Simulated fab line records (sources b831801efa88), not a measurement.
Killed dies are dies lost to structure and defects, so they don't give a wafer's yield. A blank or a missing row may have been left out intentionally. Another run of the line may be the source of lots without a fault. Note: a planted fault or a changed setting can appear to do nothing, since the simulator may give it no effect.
Struck lot and sound lot, side by side || flow sky130 || 16 out of 708 route steps
Sound: the wafers L840.1, L840.3, L840.5. Wafers L843.1, L843.2, L843.4 were the ones struck. Last of all comes the cause.
Per side, at each step with rows, come the tool, then ch with its chambers, and then its first start. Under that, the readings that differ: sound wafers || struck wafers || difference of the means || sigmas: that difference in standard deviations of wafers without a fault.
alike: a reading whose means differ by less than 2 such deviations, as well as words and numbers matching on both sides. not compared: withheld readings; readings where some wafer has no value; bounds like >300 that might hide an equal value; numbers whose values overlap and for which the record gives no deviation.
Wherever a step has rows on one side only, a row that says differs or no value, or a row with sigmas, the two part there. Non-overlapping numbers with no deviation appear without sigmas and do not part them. A reading missing from all wafers of one side parts the sides only when that side holds two or more wafers.

first, 4 steps without rows for these wafers: SKY_LDD_LDN_SOFTBAKE_03 (time 60 s); SKY_LDD_LDN_EXPOSE_04 (exposes mask LDNTM, target cd 700 nm); SKY_LDD_LDN_PEB_05; SKY_LDD_LDN_DEVELOP_06 (develop time 60 s).
SKY_LDD_LDN_OVL_MEAS_07:
  sound on overlay-01 at day 26 19:21; struck on overlay-02 at day 26 22:48
  alike: LDD_LDN_OVL
then, 4 steps without rows for these wafers: SKY_LDD_LDN_IMPLANT_08; SKY_LDD_LDN_IMPLANT_09; SKY_LDD_LDN_IMPLANT_10; SKY_LDD_LDN_IMPLANT_11.
SKY_LDD_LDN_STRIP_12: strips in O2/N2.
  sound on plasma-asher-03 ch 0,1, day 26 19:59; struck on plasma-asher-01 ch 0,1, day 26 23:26
{"reading": "drypump-motor-current-A (A)", "sound": "5.41 5.65 5.67", "struck": "6.26 5.97 6.28", "difference": "+0.59", "sigmas": "+2"}
  alike: oes-product-au, strip-time-to-endpoint-s
  not compared: rf-hours-counter-h
SKY_LDD_LDN_TW_MEAS_13:
  sound on film-metro-02 at day 26 20:05; struck on film-metro-04 at day 26 23:32
{"reading": "LDD_LDN_TW", "sound": "1458 1454 1458", "struck": "1486 1479 1483", "difference": "+26", "sigmas": "+2"}
then, 1 step without rows for these wafers: SKY_LDD_LDN_CLEAN_14 (cleans in SC1/SC2, time 150 s).
SKY_SPACER_CVD_00: deposits Si3N4 from DCS/NH3, target thk 43.1 nm, time 740 s.
  sound on lpcvd-02 ch 0, day 26 20:27; struck on lpcvd-02 ch 1, day 26 23:39
{"reading": "spike-tc-bottom-C (C)", "sound": "787.7 786.4 788.7", "struck": "804.4 803.9 804.2", "difference": "+16.6", "sigmas": "+8"}
{"reading": "spike-tc-centre-C (C)", "sound": "770.0 772.7 772.7", "struck": "781.5 783.4 780.9", "difference": "+10.1", "sigmas": "+7"}
{"reading": "spike-tc-lower-C (C)", "sound": "770.0 768.7 769.3", "struck": "782.6 782.2 782.0", "difference": "+12.9", "sigmas": "+13"}
{"reading": "spike-tc-top-C (C)", "sound": "780.9 781.0 780.9", "struck": "788.3 788.7 788.9", "difference": "+7.7", "sigmas": "+3"}
{"reading": "spike-tc-upper-C (C)", "sound": "770.3 768.9 770.9", "struck": "783.2 783.6 783.4", "difference": "+13.4", "sigmas": "+14"}
{"reading": "susceptor-temp-C (C)", "sound": "770.0 769.5 769.6", "struck": "782.9 783.3 783.0", "difference": "+13.4", "sigmas": "+39"}
{"reading": "model.Si3N4_of_SPACER_CVD_00.thk-nm (nm)", "sound": "43.24 42.92 43.27", "struck": "54.97 54.95 55.05", "difference": "+11.85", "sigmas": ""}
SKY_SPACER_THK_MEAS_01:
  sound on film-metro-03 at day 26 21:40; struck on film-metro-04 at day 27 00:51
{"reading": "SPACER_CVD_00_THK (nm)", "sound": "43.2 43.0 43.3", "struck": "55.0 54.9 55.1", "difference": "+11.8", "sigmas": "+33"}
SKY_SPACER_ETCHBACK_02: etches Si3N4 in CH3F/O2, stops on SiO2, time 46.7 s, target depth 45 nm.
  sound on rie-diel-03 ch 0,2,3, day 26 21:43; struck on rie-diel-03 ch 0,1,2, day 27 00:55
{"reading": "oes-product-au (a.u.)", "sound": "0.858 0.846 0.856", "struck": "0.988 0.981 0.985", "difference": "+0.131", "sigmas": "+22"}
{"reading": "model.etch.depth-nm (nm)", "sound": "43.24 42.92 43.27", "struck": "54.97 54.95 55.05", "difference": "+11.85", "sigmas": ""}
  alike: drypump-motor-current-A, throttle-valve-pct
  not compared: rf-hours-counter-h
then, 1 step without rows for these wafers: SKY_POLY_CUT_DEHYDRATE_00 (time 60 s).

== WHERE THEY PART ==
Earliest at SKY_LDD_LDN_STRIP_12; latest, in this record, at SKY_SPACER_ETCHBACK_02.

WHY: the cause the simulator had injected
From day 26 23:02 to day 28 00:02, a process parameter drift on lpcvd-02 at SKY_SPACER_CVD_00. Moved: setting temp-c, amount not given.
